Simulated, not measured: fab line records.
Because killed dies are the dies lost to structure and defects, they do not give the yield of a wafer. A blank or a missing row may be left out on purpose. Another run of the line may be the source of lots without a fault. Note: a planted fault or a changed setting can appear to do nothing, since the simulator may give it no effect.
Which tool did it? | flow sky130 | 36 wafers from 12 lots sampled at 4 of the route's 708 steps

== WHAT EACH GAUGE READ, for each wafer ==
SKY_NWELL_TW_MEAS_15.
lot  | measured     | on            | NWELL_TW
L213 | day 4 14:20  | film-metro-04 | 1818 1813 1811
L214 | day 4 20:24  | film-metro-04 | 1815 1815 1807
L215 | day 4 20:50  | film-metro-03 | 1807 1806 1784
L216 | day 5 04:03  | film-metro-02 | 1810 1810 1804
L220 | day 6 12:21  | film-metro-04 | 1817 1817 1826
L221 | day 6 15:22  | film-metro-03 | 1807 1804 1805
L225 | day 7 14:17  | film-metro-03 | 1810 1826 1822
L227 | day 7 23:16  | film-metro-02 | 1803 1805 1794
L229 | day 8 10:58  | film-metro-03 | 1807 1801 1803
L234 | day 9 19:50  | film-metro-04 | 1835 1843 1829
L235 | day 9 23:13  | film-metro-03 | 1812 1813 1815
L236 | day 10 05:05 | film-metro-04 | 1817 1824 1821

SKY_VT_ADJUST_HVTR_TW_MEAS_11.
lot  | measured     | on            | VT_ADJUST_HVTR_TW
L213 | day 9 13:05  | film-metro-04 | 213.1 212.4 212.7
L214 | day 9 20:26  | film-metro-04 | 213.1 211.7 212.3
L215 | day 9 20:28  | film-metro-02 | 210.8 209.5 210.5
L216 | day 10 05:31 | film-metro-02 | 210.0 210.6 209.9
L220 | day 11 22:44 | film-metro-02 | 211.1 209.6 211.4
L221 | day 12 01:47 | film-metro-03 | 208.9 208.6 209.4
L225 | day 13 06:51 | film-metro-02 | 224.9 224.8 225.0
L227 | day 13 16:38 | film-metro-04 | 226.6 227.4 225.7
L229 | day 14 08:08 | film-metro-04 | 212.6 212.7 213.5
L234 | day 16 02:16 | film-metro-03 | 210.3 209.2 208.9
L235 | day 16 07:15 | film-metro-03 | 209.1 209.7 209.1
L236 | day 16 14:43 | film-metro-02 | 210.2 211.4 210.5

SKY_LDD_HVN_TW_MEAS_10.
lot  | measured     | on            | LDD_HVN_TW
L213 | day 20 07:14 | film-metro-03 | 1428 1420 1425
L214 | day 20 15:03 | film-metro-03 | 1420 1420 1424
L215 | day 20 16:05 | film-metro-03 | 1421 1417 1420
L216 | day 21 09:50 | film-metro-04 | 1448 1438 1444
L220 | day 23 08:38 | film-metro-04 | 1443 1440 1440
L221 | day 23 14:50 | film-metro-03 | 1412 1420 1422
L225 | day 24 21:30 | film-metro-01 | 1447 1440 1450
L227 | day 25 07:28 | film-metro-04 | 1447 1445 1448
L229 | day 26 00:44 | film-metro-01 | 1444 1440 1436
L234 | day 28 09:27 | film-metro-04 | 1462 1456 1453
L235 | day 28 10:29 | film-metro-04 | 1453 1447 1457
L236 | day 28 13:17 | film-metro-03 | 1427 1424 1426

== WHAT TOOL EACH LOT RAN ON (gives the tool, then ch and the chambers of the sampled wafers, and finally the start) ==
lot  | SKY_VT_ADJUST_HVTR_IMPLANT_09
L213 | implanter-01 ch 0, day 9 12:50
L214 | implanter-03 ch 0, day 9 20:13
L215 | implanter-01 ch 0, day 9 20:14
L216 | implanter-02 ch 0, day 10 05:17
L220 | implanter-02 ch 0, day 11 22:31
L221 | implanter-01 ch 0, day 12 01:32
L225 | implanter-01 ch 0, day 13 06:38
L227 | implanter-01 ch 0, day 13 16:23
L229 | implanter-02 ch 0, day 14 07:55
L234 | implanter-03 ch 0, day 16 02:02
L235 | implanter-03 ch 0, day 16 07:00
L236 | implanter-02 ch 0, day 16 14:29
- SKY_VT_ADJUST_HVTR_IMPLANT_09

== AS READ BY THE TOOLS THEMSELVES (means over the sampled wafers that have a number; for cases with no such wafer, the mark the record gives instead) ==
SKY_VT_ADJUST_HVTR_IMPLANT_09.
lot  | tool         | beam-on-s (s) | end-station-pressure-torr (Torr) | faraday-current-uA
L213 | implanter-01 | 9.96          | 4.97e-06                         | 11.91
L214 | implanter-03 | 9.98          | 5.39e-06                         | 11.88
L215 | implanter-01 | 9.90          | 5.19e-06                         | 11.91
L216 | implanter-02 | 10.07         | 5.09e-06                         | 11.76
L220 | implanter-02 | 10.02         | 4.95e-06                         | 11.81
L221 | implanter-01 | 10.03         | 4.77e-06                         | 11.83
L225 | implanter-01 | 12.66         | 1.08e-04                         | 9.46
L227 | implanter-01 | 12.64         | 1.17e-04                         | 9.46
L229 | implanter-02 | 9.94          | 5.03e-06                         | 11.89
L234 | implanter-03 | 10.17         | 5.06e-06                         | 11.62
L235 | implanter-03 | 10.14         | 4.90e-06                         | 11.71
L236 | implanter-02 | 10.19         | 5.31e-06                         | 11.62

== THE ANSWER, worked out from the rows above alone ==
Rule: usual is defined by the lots themselves. The widest of any qualifying gaps counts: lots, ordered by their means at a reading, are off when they make up no more than a third of the lots, leave a main group of 4 or more, and stand apart from it by 3 or more times the standard deviation of that group's means. Not used: any main group whose means are identical at the precision the tables above print for the reading. A lot without any number at a reading at which 4 lots or more have one is off too. Where the step has rows for the other lots, those lots are counted as sound. First the gauges in route order, then the tools' own readings, where a lot's mean is used as printed above. At the first step where some lot is off, the reading lying furthest off is the one used; lots without a number count as furthest.
Off: at SKY_VT_ADJUST_HVTR_TW_MEAS_11 (VT_ADJUST_HVTR_TW), L225, L227. The main group: mean 210.8, standard deviation 1.4.
A tool fits if, at a process step before that reading, it ran every lot that is off, and no sound lot after the first of them. The gauges at SKY_VT_ADJUST_HVTR_TW_MEAS_11 aren't tried: what is off there is off at SKY_VT_ADJUST_HVTR_IMPLANT_09 too, on other tools, and a gauge's error can't cause that. One candidate fits, namely implanter-01 at SKY_VT_ADJUST_HVTR_IMPLANT_09. Its last sound lot is L221 (day 12 01:32), its first lot that is off L225 (day 13 06:38): a fault that began between those two fits.
The tool's own readings at SKY_VT_ADJUST_HVTR_IMPLANT_09 bear it out: on the lots that are off they differ by more than 5 times the standard deviation of the sound lots' means. beam-on-s reads 12.65 s there against 10.04 s on the sound lots; end-station-pressure-torr reads 1.12e-04 Torr there against 5.07e-06 Torr on the sound lots; faraday-current-uA reads 9.46 there against 11.79 on the sound lots.

== WHAT THE SIMULATOR HAD PUT IN ==
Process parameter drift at SKY_VT_ADJUST_HVTR_IMPLANT_09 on implanter-01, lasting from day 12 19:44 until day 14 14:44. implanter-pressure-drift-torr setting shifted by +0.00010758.
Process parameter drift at SKY_VT_ADJUST_HVTR_IMPLANT_09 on implanter-01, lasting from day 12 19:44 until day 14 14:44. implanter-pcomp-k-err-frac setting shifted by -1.
Lots struck among those shown: L225, L227. Same finding as the rule above.
